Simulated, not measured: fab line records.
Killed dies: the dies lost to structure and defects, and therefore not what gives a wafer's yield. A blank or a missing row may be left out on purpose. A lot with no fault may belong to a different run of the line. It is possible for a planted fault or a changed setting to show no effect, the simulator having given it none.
Shared-tool check / flow gf180mcu / 39 wafers sampled across 13 lots

## WHY THIS WAS OPENED
On 2 of the 13 lots, a flag is raised at GF_V2_CD_MEAS_14 on the reading cd nm. Wafers without a fault read 260.0 nm, standard deviation 1.
Rule: a lot is flagged in two cases, either no wafer of it has a number, or all its wafers with numbers fall more than 4 standard deviations from that mean. The other lots count as sound.

lot=L117; measured=day 20 17:10; on=cd sem-01; cd nm (nm), wafer by wafer=261.5 261.6 261.0; flag=
lot=L118; measured=day 20 19:29; on=cd sem-01; cd nm (nm), wafer by wafer=259.1 259.3 259.6; flag=
lot=L120; measured=day 22 02:04; on=cd sem-01; cd nm (nm), wafer by wafer=261.3 261.8 261.1; flag=
lot=L122; measured=day 22 23:02; on=cd sem-02; cd nm (nm), wafer by wafer=260.8 260.0 259.4; flag=
lot=L125; measured=day 23 17:24; on=cd sem-02; cd nm (nm), wafer by wafer=259.8 260.2 260.1; flag=
lot=L126; measured=day 24 04:04; on=cd sem-01; cd nm (nm), wafer by wafer=260.9 261.7 262.2; flag=
lot=L127; measured=day 24 08:04; on=cd sem-02; cd nm (nm), wafer by wafer=259.2 258.6 258.7; flag=
lot=L129; measured=day 24 21:58; on=cd sem-01; cd nm (nm), wafer by wafer=260.5 259.9 261.3; flag=
lot=L131; measured=day 25 19:43; on=cd sem-02; cd nm (nm), wafer by wafer=259.7 259.1 259.4; flag=
lot=L132; measured=day 26 08:20; on=cd sem-02; cd nm (nm), wafer by wafer=261.8 261.1 259.7; flag=
lot=L133; measured=day 26 09:40; on=cd sem-02; cd nm (nm), wafer by wafer=268.1 267.4 267.8; flag=FLAGGED
lot=L137; measured=day 27 11:06; on=cd sem-01; cd nm (nm), wafer by wafer=260.1 260.2 260.6; flag=
lot=L138; measured=day 27 16:04; on=cd sem-02; cd nm (nm), wafer by wafer=268.5 268.1 268.9; flag=FLAGGED
On average the flagged lots' numbers are 268.1 nm, which is +8.1 nm against the usual, or +8 standard deviations.

## LOT BY LOT: THE TOOL USED
3 process steps preceding the reading are held in the record, out of 602 steps in the route. Every cell lists first the tool, next ch and the chambers used by the sampled wafers, and last the start.
lot=L117; flag=; GF_M2_SPUTTER_00=pvd sputter-04, day 18 15:28; GF_M2_SPUTTER_01=pvd sputter-04, day 18 15:34; GF_V2_PEB_12=litho track-04 ch 0, day 20 16:50
lot=L118; flag=; GF_M2_SPUTTER_00=pvd sputter-01, day 18 16:20; GF_M2_SPUTTER_01=pvd sputter-01, day 18 16:26; GF_V2_PEB_12=litho track-01 ch 0, day 20 19:09
lot=L120; flag=; GF_M2_SPUTTER_00=pvd sputter-04, day 20 00:52; GF_M2_SPUTTER_01=pvd sputter-04, day 20 00:58; GF_V2_PEB_12=litho track-04 ch 0, day 22 01:43
lot=L122; flag=; GF_M2_SPUTTER_00=pvd sputter-01, day 20 22:16; GF_M2_SPUTTER_01=pvd sputter-01, day 20 22:22; GF_V2_PEB_12=litho track-01 ch 0, day 22 22:42
lot=L125; flag=; GF_M2_SPUTTER_00=pvd sputter-03, day 21 18:45; GF_M2_SPUTTER_01=pvd sputter-03, day 21 18:51; GF_V2_PEB_12=litho track-02 ch 0, day 23 17:03
lot=L126; flag=; GF_M2_SPUTTER_00=pvd sputter-03, day 22 05:24; GF_M2_SPUTTER_01=pvd sputter-03, day 22 05:30; GF_V2_PEB_12=litho track-01 ch 0, day 24 03:43
lot=L127; flag=; GF_M2_SPUTTER_00=pvd sputter-01, day 22 08:43; GF_M2_SPUTTER_01=pvd sputter-01, day 22 08:49; GF_V2_PEB_12=litho track-02 ch 0, day 24 07:44
lot=L129; flag=; GF_M2_SPUTTER_00=pvd sputter-04, day 22 23:29; GF_M2_SPUTTER_01=pvd sputter-04, day 22 23:35; GF_V2_PEB_12=litho track-04 ch 0, day 24 21:37
lot=L131; flag=; GF_M2_SPUTTER_00=pvd sputter-04, day 23 22:47; GF_M2_SPUTTER_01=pvd sputter-04, day 23 22:53; GF_V2_PEB_12=litho track-01 ch 0, day 25 19:23
lot=L132; flag=; GF_M2_SPUTTER_00=pvd sputter-01, day 24 12:56; GF_M2_SPUTTER_01=pvd sputter-01, day 24 13:02; GF_V2_PEB_12=litho track-01 ch 0, day 26 08:00
lot=L133; flag=FLAGGED; GF_M2_SPUTTER_00=pvd sputter-03, day 24 13:16; GF_M2_SPUTTER_01=pvd sputter-03, day 24 13:22; GF_V2_PEB_12=litho track-04 ch 0, day 26 09:19
lot=L137; flag=; GF_M2_SPUTTER_00=pvd sputter-04, day 25 16:07; GF_M2_SPUTTER_01=pvd sputter-04, day 25 16:13; GF_V2_PEB_12=litho track-02 ch 0, day 27 10:45
lot=L138; flag=FLAGGED; GF_M2_SPUTTER_00=pvd sputter-03, day 25 21:50; GF_M2_SPUTTER_01=pvd sputter-03, day 25 21:56; GF_V2_PEB_12=litho track-04 ch 0, day 27 15:43
What is done by these steps:
- GF_M2_SPUTTER_00: material Ti, target thk 37.5 nm, time 150 s.
- GF_M2_SPUTTER_01: material TiN, target thk 30 nm, time 25 s.
- GF_V2_PEB_12: peb time 90 s.
- GF_V2_CD_MEAS_14: target cd 260 nm.

## FLAGGED AGAINST TOTAL, ONE TOOL AT A TIME (gauges that did the reading follow at the end)
step=GF_M2_SPUTTER_00; tool=pvd sputter-01; lots run=4; flagged=0; share of the flagged lots=none; sound lots run after its first flagged lot=-
step=GF_M2_SPUTTER_00; tool=pvd sputter-03; lots run=4; flagged=2; share of the flagged lots=all; sound lots run after its first flagged lot=0
step=GF_M2_SPUTTER_00; tool=pvd sputter-04; lots run=5; flagged=0; share of the flagged lots=none; sound lots run after its first flagged lot=-
step=GF_M2_SPUTTER_01; tool=pvd sputter-01; lots run=4; flagged=0; share of the flagged lots=none; sound lots run after its first flagged lot=-
step=GF_M2_SPUTTER_01; tool=pvd sputter-03; lots run=4; flagged=2; share of the flagged lots=all; sound lots run after its first flagged lot=0
step=GF_M2_SPUTTER_01; tool=pvd sputter-04; lots run=5; flagged=0; share of the flagged lots=none; sound lots run after its first flagged lot=-
step=GF_V2_PEB_12; tool=litho track-01; lots run=5; flagged=0; share of the flagged lots=none; sound lots run after its first flagged lot=-
step=GF_V2_PEB_12; tool=litho track-02; lots run=3; flagged=0; share of the flagged lots=none; sound lots run after its first flagged lot=-
step=GF_V2_PEB_12; tool=litho track-04; lots run=5; flagged=2; share of the flagged lots=all; sound lots run after its first flagged lot=0
step=GF_V2_CD_MEAS_14; tool=cd sem-01; lots run=6; flagged=0; share of the flagged lots=none; sound lots run after its first flagged lot=-
step=GF_V2_CD_MEAS_14; tool=cd sem-02; lots run=7; flagged=2; share of the flagged lots=all; sound lots run after its first flagged lot=0

## WHAT THE TABLE PERMITS
4 rows of the table ran every flagged lot: pvd sputter-03 at GF_M2_SPUTTER_00, pvd sputter-03 at GF_M2_SPUTTER_01, litho track-04 at GF_V2_PEB_12, cd sem-02 at GF_V2_CD_MEAS_14.
- pvd sputter-03 at GF_M2_SPUTTER_00 ran 4 lots, 2 of them flagged. It ran its last sound lot, L126, at day 22 05:24 and its first flagged lot, L133, at day 24 13:16: a fault with its onset between the two fits.
- pvd sputter-03 at GF_M2_SPUTTER_01 ran 4 lots, 2 of them flagged. It ran its last sound lot, L126, at day 22 05:30 and its first flagged lot, L133, at day 24 13:22: a fault with its onset between the two fits.
- litho track-04 at GF_V2_PEB_12 ran 5 lots, 2 of them flagged. It ran its last sound lot, L129, at day 24 21:37 and its first flagged lot, L133, at day 26 09:19: a fault with its onset between the two fits.
- cd sem-02 at GF_V2_CD_MEAS_14 ran 7 lots, 2 of them flagged. It ran its last sound lot, L132, at day 26 08:20 and its first flagged lot, L133, at day 26 09:40: a fault with its onset between the two fits.
A lot count leaves these 3 tools indistinguishable: every one of them fits a fault beginning at some hour. More lots, or a look at what each step does to the wafer, might.

## WHAT THE SIMULATOR PUT IN
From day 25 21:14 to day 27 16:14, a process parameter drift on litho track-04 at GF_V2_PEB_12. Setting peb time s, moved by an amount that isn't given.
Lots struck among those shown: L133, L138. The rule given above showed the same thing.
